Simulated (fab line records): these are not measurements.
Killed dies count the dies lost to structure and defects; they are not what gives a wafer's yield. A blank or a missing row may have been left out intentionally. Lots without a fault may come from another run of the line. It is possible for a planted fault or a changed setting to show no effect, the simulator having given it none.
fab line records :: flow sky130
record:
  lots: 14
  wafers: 42
  last-day: 51
route steps=708 shown LDD_LDN@290 METAL2@489 VIA3@574 PAD_OPEN@708
lots that met no fault: from a run of the same line without faults
start-h: hours from the record's first day to the start of the lot's first wafer shown :: wait-h: hours from the lot's prior step to this one :: " same as the row above :: L1.1+2: several wafers, shown together as one row :: - no value, or no start given :: * or withheld: withheld :: < > ~ a bound
route shown NAME@n: names a module that has steps shown in the file, with the first one's number in the route :: usual: the fault-free wafers' mean and standard deviation :: same: alike in all rows :: chamber/n: place in a boat :: sites: the reading at each site :: _std_site: how widely they spread, as a standard deviation :: _edge_site: mean of outer sites minus mean of inner sites :: radius-mm: for every site, how far away it sits from the centre of the wafer :: mask NAME#n: copy n :: behind: tool/chamber where the wafer was last shaped :: hold: cause of the lot's hold/its duration in hours/its outcome :: device: transistor that didn't switch, given as n, p or np :: end of line: the tests these same wafers got at the end of their route :: a step without rows: its recipe alone :: killed: dies lost to structure and defects at the first sort, not the wafer's yield :: map: the dies of a wafer, with x for killed, . for not killed, _ for no die there
set.NAME: the setting as run; set.NAME@STEP: as run at that earlier step :: model.NAME: the simulator's own value behind a step, which no gauge read
the route's steps for a sample of lots (tables are steps, rows are wafers)
services: when a tool's chamber went out of use (start-h, in hours from the record's first day, below 0 if earlier), for how many hours, and the reason
== steps ==
step: SKY_LDD_LDN_HMDS_01
recipe:
  prime-time-s: 60
  prime-temp-c: 120
usual:
  prime-temp-c: 119.99/0.14
lot.wafer: L366.2
tool: litho-track-03
chamber: 0
start-h: 495.26
wait-h: 0.1
prime-temp-c: 120.01

lot.wafer: L366.3
tool: litho-track-03
chamber: 0
start-h: 495.26
wait-h: 0.1
prime-temp-c: 120.08

lot.wafer: L366.5
tool: litho-track-03
chamber: 0
start-h: 495.26
wait-h: 0.1
prime-temp-c: 120.17

lot.wafer: L368.4
tool: litho-track-03
chamber: 0
start-h: 519.86
wait-h: 0.1
prime-temp-c: 119.84

lot.wafer: L368.5
tool: litho-track-03
chamber: 0
start-h: 519.86
wait-h: 0.1
prime-temp-c: 119.96

lot.wafer: L368.6
tool: litho-track-03
chamber: 0
start-h: 519.86
wait-h: 0.1
prime-temp-c: 120.08

lot.wafer: L369.1
tool: litho-track-03
chamber: 0
start-h: 528.83
wait-h: 0.1
prime-temp-c: 120.07

lot.wafer: L369.5
tool: litho-track-03
chamber: 0
start-h: 528.83
wait-h: 0.1
prime-temp-c: 120.22

lot.wafer: L369.6
tool: litho-track-03
chamber: 0
start-h: 528.83
wait-h: 0.1
prime-temp-c: 119.84

lot.wafer: L370.1
tool: litho-track-01
chamber: 0
start-h: 539.36
wait-h: 0.1
prime-temp-c: 120.02

lot.wafer: L370.3
tool: litho-track-01
chamber: 0
start-h: 539.36
wait-h: 0.1
prime-temp-c: 119.91

lot.wafer: L370.5
tool: litho-track-01
chamber: 0
start-h: 539.36
wait-h: 0.1
prime-temp-c: 119.93

lot.wafer: L374.1
tool: litho-track-03
chamber: 0
start-h: 576.73
wait-h: 0.1
prime-temp-c: 120.10

lot.wafer: L374.4
tool: litho-track-03
chamber: 0
start-h: 576.73
wait-h: 0.1
prime-temp-c: 119.98

lot.wafer: L374.5
tool: litho-track-03
chamber: 0
start-h: 576.73
wait-h: 0.1
prime-temp-c: 119.92

lot.wafer: L375.2
tool: litho-track-03
chamber: 0
start-h: 590.96
wait-h: 0.1
prime-temp-c: 121.15

lot.wafer: L375.3
tool: litho-track-03
chamber: 0
start-h: 590.96
wait-h: 0.1
prime-temp-c: 121.25

lot.wafer: L375.4
tool: litho-track-03
chamber: 0
start-h: 590.96
wait-h: 0.1
prime-temp-c: 121.41

lot.wafer: L376.2
tool: litho-track-01
chamber: 0
start-h: 600.78
wait-h: 0.1
prime-temp-c: 120.17

lot.wafer: L376.5
tool: litho-track-01
chamber: 0
start-h: 600.78
wait-h: 0.1
prime-temp-c: 119.90

lot.wafer: L376.6
tool: litho-track-01
chamber: 0
start-h: 600.78
wait-h: 0.1
prime-temp-c: 120.22

lot.wafer: L377.1
tool: litho-track-03
chamber: 0
start-h: 603.99
wait-h: 0.1
prime-temp-c: 121.42

lot.wafer: L377.4
tool: litho-track-03
chamber: 0
start-h: 603.99
wait-h: 0.1
prime-temp-c: 121.21

lot.wafer: L377.6
tool: litho-track-03
chamber: 0
start-h: 603.99
wait-h: 0.1
prime-temp-c: 121.07

lot.wafer: L378.2
tool: litho-track-02
chamber: 0
start-h: 612.93
wait-h: 0.1
prime-temp-c: 120.09

lot.wafer: L378.4
tool: litho-track-02
chamber: 0
start-h: 612.93
wait-h: 0.1
prime-temp-c: 120.05

lot.wafer: L378.5
tool: litho-track-02
chamber: 0
start-h: 612.93
wait-h: 0.1
prime-temp-c: 120.11

lot.wafer: L379.1
tool: litho-track-01
chamber: 0
start-h: 617.41
wait-h: 0.1
prime-temp-c: 119.90

lot.wafer: L379.2
tool: litho-track-01
chamber: 0
start-h: 617.41
wait-h: 0.1
prime-temp-c: 119.81

lot.wafer: L379.5
tool: litho-track-01
chamber: 0
start-h: 617.41
wait-h: 0.1
prime-temp-c: 119.91

lot.wafer: L385.1
tool: litho-track-03
chamber: 0
start-h: 665.79
wait-h: 0.1
prime-temp-c: 119.88

lot.wafer: L385.2
tool: litho-track-03
chamber: 0
start-h: 665.79
wait-h: 0.1
prime-temp-c: 119.96

lot.wafer: L385.4
tool: litho-track-03
chamber: 0
start-h: 665.79
wait-h: 0.1
prime-temp-c: 119.71

lot.wafer: L386.1
tool: litho-track-02
chamber: 0
start-h: 671.95
wait-h: 0.1
prime-temp-c: 119.97

lot.wafer: L386.3
tool: litho-track-02
chamber: 0
start-h: 671.95
wait-h: 0.1
prime-temp-c: 120.15

lot.wafer: L386.5
tool: litho-track-02
chamber: 0
start-h: 671.95
wait-h: 0.1
prime-temp-c: 120.07

lot.wafer: L387.1
tool: litho-track-01
chamber: 0
start-h: 677.51
wait-h: 0.1
prime-temp-c: 119.91

lot.wafer: L387.2
tool: litho-track-01
chamber: 0
start-h: 677.51
wait-h: 0.1
prime-temp-c: 119.79

lot.wafer: L387.6
tool: litho-track-01
chamber: 0
start-h: 677.51
wait-h: 0.1
prime-temp-c: 119.88

lot.wafer: L389.2
tool: litho-track-02
chamber: 0
start-h: 725.13
wait-h: 0.1
prime-temp-c: 119.91

lot.wafer: L389.3
tool: litho-track-02
chamber: 0
start-h: 725.13
wait-h: 0.1
prime-temp-c: 120.04

lot.wafer: L389.5
tool: litho-track-02
chamber: 0
start-h: 725.13
wait-h: 0.1
prime-temp-c: 119.92
step: SKY_METAL2_THK_MEAS_06
recipe:
  thk-meas-gauge: xrf
  reads: AlCu_of_METAL2_SPUTTER_02
usual:
  METAL2_ALCU_THK: 246.3/2.9
lot.wafer: L366.2
tool: film-metro-04
chamber: -
start-h: 783.83
wait-h: 0.1
METAL2_ALCU_THK[nm]: 242.9

lot.wafer: L366.3
tool: film-metro-04
chamber: -
start-h: 783.83
wait-h: 0.1
METAL2_ALCU_THK[nm]: 242.8

lot.wafer: L366.5
tool: film-metro-04
chamber: -
start-h: 783.83
wait-h: 0.1
METAL2_ALCU_THK[nm]: 246.9

lot.wafer: L368.4
tool: film-metro-04
chamber: -
start-h: 805.16
wait-h: 0.1
METAL2_ALCU_THK[nm]: 248.8

lot.wafer: L368.5
tool: film-metro-04
chamber: -
start-h: 805.16
wait-h: 0.1
METAL2_ALCU_THK[nm]: 247.0

lot.wafer: L368.6
tool: film-metro-04
chamber: -
start-h: 805.16
wait-h: 0.1
METAL2_ALCU_THK[nm]: 249.2

lot.wafer: L369.1
tool: film-metro-03
chamber: -
start-h: 812.29
wait-h: 0.1
METAL2_ALCU_THK[nm]: 248.7

lot.wafer: L369.5
tool: film-metro-03
chamber: -
start-h: 812.29
wait-h: 0.1
METAL2_ALCU_THK[nm]: 249.1

lot.wafer: L369.6
tool: film-metro-03
chamber: -
start-h: 812.29
wait-h: 0.1
METAL2_ALCU_THK[nm]: 245.5

lot.wafer: L370.1
tool: film-metro-04
chamber: -
start-h: 821.54
wait-h: 0.1
METAL2_ALCU_THK[nm]: 248.6

lot.wafer: L370.3
tool: film-metro-04
chamber: -
start-h: 821.54
wait-h: 0.1
METAL2_ALCU_THK[nm]: 250.4

lot.wafer: L370.5
tool: film-metro-04
chamber: -
start-h: 821.54
wait-h: 0.1
METAL2_ALCU_THK[nm]: 251.7

lot.wafer: L374.1
tool: film-metro-01
chamber: -
start-h: 852.16
wait-h: 0.1
METAL2_ALCU_THK[nm]: 240.5

lot.wafer: L374.4
tool: film-metro-01
chamber: -
start-h: 852.16
wait-h: 0.1
METAL2_ALCU_THK[nm]: 236.2

lot.wafer: L374.5
tool: film-metro-01
chamber: -
start-h: 852.16
wait-h: 0.1
METAL2_ALCU_THK[nm]: 241.8

lot.wafer: L375.2
tool: film-metro-03
chamber: -
start-h: 865.91
wait-h: 0.1
METAL2_ALCU_THK[nm]: 249.0

lot.wafer: L375.3
tool: film-metro-03
chamber: -
start-h: 865.91
wait-h: 0.1
METAL2_ALCU_THK[nm]: 246.7

lot.wafer: L375.4
tool: film-metro-03
chamber: -
start-h: 865.91
wait-h: 0.1
METAL2_ALCU_THK[nm]: 248.6

lot.wafer: L376.2
tool: film-metro-03
chamber: -
start-h: 874.90
wait-h: 0.1
METAL2_ALCU_THK[nm]: 247.2

lot.wafer: L376.5
tool: film-metro-03
chamber: -
start-h: 874.90
wait-h: 0.1
METAL2_ALCU_THK[nm]: 250.6

lot.wafer: L376.6
tool: film-metro-03
chamber: -
start-h: 874.90
wait-h: 0.1
METAL2_ALCU_THK[nm]: 250.5

lot.wafer: L377.1
tool: film-metro-03
chamber: -
start-h: 877.95
wait-h: 0.1
METAL2_ALCU_THK[nm]: 247.8

lot.wafer: L377.4
tool: film-metro-03
chamber: -
start-h: 877.95
wait-h: 0.1
METAL2_ALCU_THK[nm]: 248.5

lot.wafer: L377.6
tool: film-metro-03
chamber: -
start-h: 877.95
wait-h: 0.1
METAL2_ALCU_THK[nm]: 247.5

lot.wafer: L378.2
tool: film-metro-04
chamber: -
start-h: 885.92
wait-h: 0.1
METAL2_ALCU_THK[nm]: 244.8

lot.wafer: L378.4
tool: film-metro-04
chamber: -
start-h: 885.92
wait-h: 0.1
METAL2_ALCU_THK[nm]: 246.4

lot.wafer: L378.5
tool: film-metro-04
chamber: -
start-h: 885.92
wait-h: 0.1
METAL2_ALCU_THK[nm]: 247.8

lot.wafer: L379.1
tool: film-metro-01
chamber: -
start-h: 889.32
wait-h: 0.1
METAL2_ALCU_THK[nm]: 245.4

lot.wafer: L379.2
tool: film-metro-01
chamber: -
start-h: 889.32
wait-h: 0.1
METAL2_ALCU_THK[nm]: 247.4

lot.wafer: L379.5
tool: film-metro-01
chamber: -
start-h: 889.32
wait-h: 0.1
METAL2_ALCU_THK[nm]: 245.0

lot.wafer: L385.1
tool: film-metro-04
chamber: -
start-h: 931.06
wait-h: 0.1
METAL2_ALCU_THK[nm]: 248.1

lot.wafer: L385.2
tool: film-metro-04
chamber: -
start-h: 931.06
wait-h: 0.1
METAL2_ALCU_THK[nm]: 250.1

lot.wafer: L385.4
tool: film-metro-04
chamber: -
start-h: 931.06
wait-h: 0.1
METAL2_ALCU_THK[nm]: 247.2

lot.wafer: L386.1
tool: film-metro-04
chamber: -
start-h: 936.01
wait-h: 0.1
METAL2_ALCU_THK[nm]: 244.5

lot.wafer: L386.3
tool: film-metro-04
chamber: -
start-h: 936.01
wait-h: 0.1
METAL2_ALCU_THK[nm]: 247.8

lot.wafer: L386.5
tool: film-metro-04
chamber: -
start-h: 936.01
wait-h: 0.1
METAL2_ALCU_THK[nm]: 247.4

lot.wafer: L387.1
tool: film-metro-04
chamber: -
start-h: 941.12
wait-h: 0.1
METAL2_ALCU_THK[nm]: 244.4

lot.wafer: L387.2
tool: film-metro-04
chamber: -
start-h: 941.12
wait-h: 0.1
METAL2_ALCU_THK[nm]: 244.6

lot.wafer: L387.6
tool: film-metro-04
chamber: -
start-h: 941.12
wait-h: 0.1
METAL2_ALCU_THK[nm]: 245.8

lot.wafer: L389.2
tool: film-metro-01
chamber: -
start-h: 990.42
wait-h: 0.1
METAL2_ALCU_THK[nm]: 250.3

lot.wafer: L389.3
tool: film-metro-01
chamber: -
start-h: 990.42
wait-h: 0.1
METAL2_ALCU_THK[nm]: 249.3

lot.wafer: L389.5
tool: film-metro-01
chamber: -
start-h: 990.42
wait-h: 0.1
METAL2_ALCU_THK[nm]: 249.5
step: SKY_VIA3_THK_MEAS_01
recipe:
  reads: SiO2_of_VIA3_HDPCVD_00
usual:
  VIA3_HDPCVD_THK: 1639/17
lot.wafer: L366.2
tool: film-metro-04
chamber: -
start-h: 892.79
wait-h: 0.1
VIA3_HDPCVD_THK[nm]: 1641

lot.wafer: L366.3
tool: film-metro-04
chamber: -
start-h: 892.79
wait-h: 0.1
VIA3_HDPCVD_THK[nm]: 1610

lot.wafer: L366.5
tool: film-metro-04
chamber: -
start-h: 892.79
wait-h: 0.1
VIA3_HDPCVD_THK[nm]: 1606

lot.wafer: L368.4
tool: film-metro-03
chamber: -
start-h: 913.90
wait-h: 0.0
VIA3_HDPCVD_THK[nm]: 1636

lot.wafer: L368.5
tool: film-metro-03
chamber: -
start-h: 913.90
wait-h: 0.0
VIA3_HDPCVD_THK[nm]: 1625

lot.wafer: L368.6
tool: film-metro-03
chamber: -
start-h: 913.90
wait-h: 0.0
VIA3_HDPCVD_THK[nm]: 1625

lot.wafer: L369.1
tool: film-metro-03
chamber: -
start-h: 920.41
wait-h: 0.1
VIA3_HDPCVD_THK[nm]: 1645

lot.wafer: L369.5
tool: film-metro-03
chamber: -
start-h: 920.41
wait-h: 0.1
VIA3_HDPCVD_THK[nm]: 1634

lot.wafer: L369.6
tool: film-metro-03
chamber: -
start-h: 920.41
wait-h: 0.1
VIA3_HDPCVD_THK[nm]: 1621

lot.wafer: L370.1
tool: film-metro-03
chamber: -
start-h: 927.96
wait-h: 0.1
VIA3_HDPCVD_THK[nm]: 1626

lot.wafer: L370.3
tool: film-metro-03
chamber: -
start-h: 927.96
wait-h: 0.1
VIA3_HDPCVD_THK[nm]: 1652

lot.wafer: L370.5
tool: film-metro-03
chamber: -
start-h: 927.96
wait-h: 0.1
VIA3_HDPCVD_THK[nm]: 1634

lot.wafer: L374.1
tool: film-metro-02
chamber: -
start-h: 965.93
wait-h: 0.1
VIA3_HDPCVD_THK[nm]: 1641

lot.wafer: L374.4
tool: film-metro-02
chamber: -
start-h: 965.93
wait-h: 0.1
VIA3_HDPCVD_THK[nm]: 1664

lot.wafer: L374.5
tool: film-metro-02
chamber: -
start-h: 965.93
wait-h: 0.1
VIA3_HDPCVD_THK[nm]: 1650

lot.wafer: L375.2
tool: film-metro-03
chamber: -
start-h: 968.43
wait-h: 0.1
VIA3_HDPCVD_THK[nm]: 1645

lot.wafer: L375.3
tool: film-metro-03
chamber: -
start-h: 968.43
wait-h: 0.1
VIA3_HDPCVD_THK[nm]: 1627

lot.wafer: L375.4
tool: film-metro-03
chamber: -
start-h: 968.43
wait-h: 0.1
VIA3_HDPCVD_THK[nm]: 1625

lot.wafer: L376.2
tool: film-metro-03
chamber: -
start-h: 973.26
wait-h: 0.1
VIA3_HDPCVD_THK[nm]: 1654

lot.wafer: L376.5
tool: film-metro-03
chamber: -
start-h: 973.26
wait-h: 0.1
VIA3_HDPCVD_THK[nm]: 1660

lot.wafer: L376.6
tool: film-metro-03
chamber: -
start-h: 973.26
wait-h: 0.1
VIA3_HDPCVD_THK[nm]: 1639

lot.wafer: L377.1
tool: film-metro-04
chamber: -
start-h: 977.75
wait-h: 0.1
VIA3_HDPCVD_THK[nm]: 1631

lot.wafer: L377.4
tool: film-metro-04
chamber: -
start-h: 977.75
wait-h: 0.1
VIA3_HDPCVD_THK[nm]: 1610

lot.wafer: L377.6
tool: film-metro-04
chamber: -
start-h: 977.75
wait-h: 0.1
VIA3_HDPCVD_THK[nm]: 1638

lot.wafer: L378.2
tool: film-metro-02
chamber: -
start-h: 984.89
wait-h: 0.1
VIA3_HDPCVD_THK[nm]: 1643

lot.wafer: L378.4
tool: film-metro-02
chamber: -
start-h: 984.89
wait-h: 0.1
VIA3_HDPCVD_THK[nm]: 1607

lot.wafer: L378.5
tool: film-metro-02
chamber: -
start-h: 984.89
wait-h: 0.1
VIA3_HDPCVD_THK[nm]: 1614

lot.wafer: L379.1
tool: film-metro-03
chamber: -
start-h: 990.57
wait-h: 0.1
VIA3_HDPCVD_THK[nm]: 1617

lot.wafer: L379.2
tool: film-metro-03
chamber: -
start-h: 990.57
wait-h: 0.1
VIA3_HDPCVD_THK[nm]: 1608

lot.wafer: L379.5
tool: film-metro-03
chamber: -
start-h: 990.57
wait-h: 0.1
VIA3_HDPCVD_THK[nm]: 1624

lot.wafer: L385.1
tool: film-metro-03
chamber: -
start-h: 1038.25
wait-h: 0.1
VIA3_HDPCVD_THK[nm]: 1622

lot.wafer: L385.2
tool: film-metro-03
chamber: -
start-h: 1038.25
wait-h: 0.1
VIA3_HDPCVD_THK[nm]: 1613

lot.wafer: L385.4
tool: film-metro-03
chamber: -
start-h: 1038.25
wait-h: 0.1
VIA3_HDPCVD_THK[nm]: 1622

lot.wafer: L386.1
tool: film-metro-02
chamber: -
start-h: 1040.83
wait-h: 0.1
VIA3_HDPCVD_THK[nm]: 1638

lot.wafer: L386.3
tool: film-metro-02
chamber: -
start-h: 1040.83
wait-h: 0.1
VIA3_HDPCVD_THK[nm]: 1636

lot.wafer: L386.5
tool: film-metro-02
chamber: -
start-h: 1040.83
wait-h: 0.1
VIA3_HDPCVD_THK[nm]: 1650

lot.wafer: L387.1
tool: film-metro-02
chamber: -
start-h: 1043.70
wait-h: 0.1
VIA3_HDPCVD_THK[nm]: 1648

lot.wafer: L387.2
tool: film-metro-02
chamber: -
start-h: 1043.70
wait-h: 0.1
VIA3_HDPCVD_THK[nm]: 1654

lot.wafer: L387.6
tool: film-metro-02
chamber: -
start-h: 1043.70
wait-h: 0.1
VIA3_HDPCVD_THK[nm]: 1667

lot.wafer: L389.2
tool: film-metro-02
chamber: -
start-h: 1083.99
wait-h: 0.1
VIA3_HDPCVD_THK[nm]: 1649

lot.wafer: L389.3
tool: film-metro-02
chamber: -
start-h: 1083.99
wait-h: 0.1
VIA3_HDPCVD_THK[nm]: 1654

lot.wafer: L389.5
tool: film-metro-02
chamber: -
start-h: 1083.99
wait-h: 0.1
VIA3_HDPCVD_THK[nm]: 1645
step: SKY_VIA3_BOW_MEAS_03
recipe:
  mode: bow
usual:
  VIA3_BOW: 80/8.3
lot.wafer: L366.2
tool: film-metro-03
chamber: -
start-h: 893.16
wait-h: 0.2
VIA3_BOW[um]: 80

lot.wafer: L366.3
tool: film-metro-03
chamber: -
start-h: 893.16
wait-h: 0.2
VIA3_BOW[um]: 81

lot.wafer: L366.5
tool: film-metro-03
chamber: -
start-h: 893.16
wait-h: 0.2
VIA3_BOW[um]: 85

lot.wafer: L368.4
tool: film-metro-02
chamber: -
start-h: 914.29
wait-h: 0.3
VIA3_BOW[um]: 80

lot.wafer: L368.5
tool: film-metro-02
chamber: -
start-h: 914.29
wait-h: 0.3
VIA3_BOW[um]: 80

lot.wafer: L368.6
tool: film-metro-02
chamber: -
start-h: 914.29
wait-h: 0.3
VIA3_BOW[um]: 83

lot.wafer: L369.1
tool: film-metro-02
chamber: -
start-h: 920.77
wait-h: 0.2
VIA3_BOW[um]: 73

lot.wafer: L369.5
tool: film-metro-02
chamber: -
start-h: 920.77
wait-h: 0.2
VIA3_BOW[um]: 74

lot.wafer: L369.6
tool: film-metro-02
chamber: -
start-h: 920.77
wait-h: 0.2
VIA3_BOW[um]: 73

lot.wafer: L370.1
tool: film-metro-03
chamber: -
start-h: 928.32
wait-h: 0.2
VIA3_BOW[um]: 83

lot.wafer: L370.3
tool: film-metro-03
chamber: -
start-h: 928.32
wait-h: 0.2
VIA3_BOW[um]: 81

lot.wafer: L370.5
tool: film-metro-03
chamber: -
start-h: 928.32
wait-h: 0.2
VIA3_BOW[um]: 76

lot.wafer: L374.1
tool: film-metro-03
chamber: -
start-h: 966.38
wait-h: 0.2
VIA3_BOW[um]: 74

lot.wafer: L374.4
tool: film-metro-03
chamber: -
start-h: 966.38
wait-h: 0.2
VIA3_BOW[um]: 79

lot.wafer: L374.5
tool: film-metro-03
chamber: -
start-h: 966.38
wait-h: 0.2
VIA3_BOW[um]: 73

lot.wafer: L375.2
tool: film-metro-04
chamber: -
start-h: 972.66
wait-h: 0.2
VIA3_BOW[um]: 66

lot.wafer: L375.3
tool: film-metro-04
chamber: -
start-h: 972.66
wait-h: 0.2
VIA3_BOW[um]: 79

lot.wafer: L375.4
tool: film-metro-04
chamber: -
start-h: 972.66
wait-h: 0.2
VIA3_BOW[um]: 72

lot.wafer: L376.2
tool: film-metro-03
chamber: -
start-h: 974.20
wait-h: 0.1
VIA3_BOW[um]: 80

lot.wafer: L376.5
tool: film-metro-03
chamber: -
start-h: 974.20
wait-h: 0.1
VIA3_BOW[um]: 70

lot.wafer: L376.6
tool: film-metro-03
chamber: -
start-h: 974.20
wait-h: 0.1
VIA3_BOW[um]: 85

lot.wafer: L377.1
tool: film-metro-03
chamber: -
start-h: 978.11
wait-h: 0.1
VIA3_BOW[um]: 88

lot.wafer: L377.4
tool: film-metro-03
chamber: -
start-h: 978.11
wait-h: 0.1
VIA3_BOW[um]: 89

lot.wafer: L377.6
tool: film-metro-03
chamber: -
start-h: 978.11
wait-h: 0.1
VIA3_BOW[um]: 85

lot.wafer: L378.2
tool: film-metro-04
chamber: -
start-h: 985.26
wait-h: 0.2
VIA3_BOW[um]: 80

lot.wafer: L378.4
tool: film-metro-04
chamber: -
start-h: 985.26
wait-h: 0.2
VIA3_BOW[um]: 78

lot.wafer: L378.5
tool: film-metro-04
chamber: -
start-h: 985.26
wait-h: 0.2
VIA3_BOW[um]: 70

lot.wafer: L379.1
tool: film-metro-02
chamber: -
start-h: 991.05
wait-h: 0.1
VIA3_BOW[um]: 79

lot.wafer: L379.2
tool: film-metro-02
chamber: -
start-h: 991.05
wait-h: 0.1
VIA3_BOW[um]: 65

lot.wafer: L379.5
tool: film-metro-02
chamber: -
start-h: 991.05
wait-h: 0.1
VIA3_BOW[um]: 80

lot.wafer: L385.1
tool: film-metro-04
chamber: -
start-h: 1038.61
wait-h: 0.1
VIA3_BOW[um]: 67

lot.wafer: L385.2
tool: film-metro-04
chamber: -
start-h: 1038.61
wait-h: 0.1
VIA3_BOW[um]: 81

lot.wafer: L385.4
tool: film-metro-04
chamber: -
start-h: 1038.61
wait-h: 0.1
VIA3_BOW[um]: 74

lot.wafer: L386.1
tool: film-metro-04
chamber: -
start-h: 1041.19
wait-h: 0.2
VIA3_BOW[um]: 83

lot.wafer: L386.3
tool: film-metro-04
chamber: -
start-h: 1041.19
wait-h: 0.2
VIA3_BOW[um]: 82

lot.wafer: L386.5
tool: film-metro-04
chamber: -
start-h: 1041.19
wait-h: 0.2
VIA3_BOW[um]: 76

lot.wafer: L387.1
tool: film-metro-03
chamber: -
start-h: 1044.06
wait-h: 0.2
VIA3_BOW[um]: 80

lot.wafer: L387.2
tool: film-metro-03
chamber: -
start-h: 1044.06
wait-h: 0.2
VIA3_BOW[um]: 91

lot.wafer: L387.6
tool: film-metro-03
chamber: -
start-h: 1044.06
wait-h: 0.2
VIA3_BOW[um]: 83

lot.wafer: L389.2
tool: film-metro-04
chamber: -
start-h: 1084.36
wait-h: 0.3
VIA3_BOW[um]: 60

lot.wafer: L389.3
tool: film-metro-04
chamber: -
start-h: 1084.36
wait-h: 0.3
VIA3_BOW[um]: 83

lot.wafer: L389.5
tool: film-metro-04
chamber: -
start-h: 1084.36
wait-h: 0.3
VIA3_BOW[um]: 78
step: SKY_PAD_OPEN_PROBE_99
usual:
  killed_at_M0_to_M3: 43/6.4
  killed_at_M4_up: 3.2/1.8
  killed-at-contacts: 25/5.8
  killed-at-front-end: 16/4.1
  killed-at-other: 0.2/0.47
  killed-dies: 88/9.9
  killed-open: 47/7.3
  killed-short: 40/7.1
same:
  gross-dies: 492
  killed-at-back-side: 0
lot.wafer: L376.2
tool: prober-01
chamber: -
start-h: 1133.93
wait-h: 0.1
killed_at_M0_to_M3: 30
killed_at_M4_up: 3
killed-at-contacts: 24
killed-at-front-end: 8
killed-at-other: 1
killed-dies: 66
killed-open: 27
killed-short: 39

lot.wafer: L376.5
tool: prober-01
chamber: -
start-h: 1134.08
wait-h: 0.2
killed_at_M0_to_M3: 38
killed_at_M4_up: 3
killed-at-contacts: 28
killed-at-front-end: 12
killed-at-other: 0
killed-dies: 81
killed-open: 47
killed-short: 34

lot.wafer: L376.6
tool: prober-01
chamber: -
start-h: 1134.13
wait-h: 0.2
killed_at_M0_to_M3: 39
killed_at_M4_up: 2
killed-at-contacts: 24
killed-at-front-end: 11
killed-at-other: 0
killed-dies: 76
killed-open: 41
killed-short: 34
killed by level:class
L376.2 CONTACT:geometric-particle:open=6 CONTACT:geometric-particle:short=5 VIA1:geometric-particle:short=5 LOCAL_INTERCONNECT:geometric-particle:short=4 VIA3:geometric-particle:short=4 METAL1:geometric-particle:short=4 VIA1:geometric-particle:open=4 METAL2:geometric-particle:short=4
L376.5 CONTACT:geometric-particle:open=14 VIA1:geometric-particle:open=8 LI_CONTACT:geometric-particle:open=5 METAL1:geometric-particle:short=5 VIA2:geometric-particle:open=5 LOCAL_INTERCONNECT:geometric-particle:short=4 VIA3:geometric-particle:open=4 POLY_GATE:geometric-particle:short=3
L376.6 CONTACT:geometric-particle:open=11 VIA1:geometric-particle:open=8 VIA2:geometric-particle:open=8 LI_CONTACT:geometric-particle:open=6 METAL1:geometric-particle:short=5 CONTACT:geometric-particle:short=4 VIA3:geometric-particle:short=4 VIA3:geometric-particle:open=4
== services ==
tool: litho-track-02
chamber: -
start-h: 539.00
hours: -
kind: consumable-replace:filter
== key ==
first-sign:
  step: SKY_LDD_LDN_HMDS_01
  reading: prime-temp-c
  direction: up
  sigmas: 9.2
  usual: *
  struck: *
effect none on later readings
met-at SKY_LDD_LDN_HMDS_01
struck-lots L375,L377
tester-left-out L375,L377
not-acting-at SKY_METAL2_THK_MEAS_06,SKY_VIA3_THK_MEAS_01,SKY_VIA3_BOW_MEAS_03
onset-between 576.73 590.96
fault:
  kind: process-parameter-drift
  tool: litho-track-03
  chamber: -
  onset-h: 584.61
  steps: SKY_LDD_LDN_HMDS_01
  channel: prime-temp-c
  offset: *
  shape: step
  end-h: 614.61
  acts-in: *
  stated: *
tester-left-out: of these lots the tester's yield and bins aren't shown, on N5 and GAA mostly nor the transistor test; their killed dies are dies lost to structure and defects alone, not to doping, threshold or leakage, so they don't give the yield
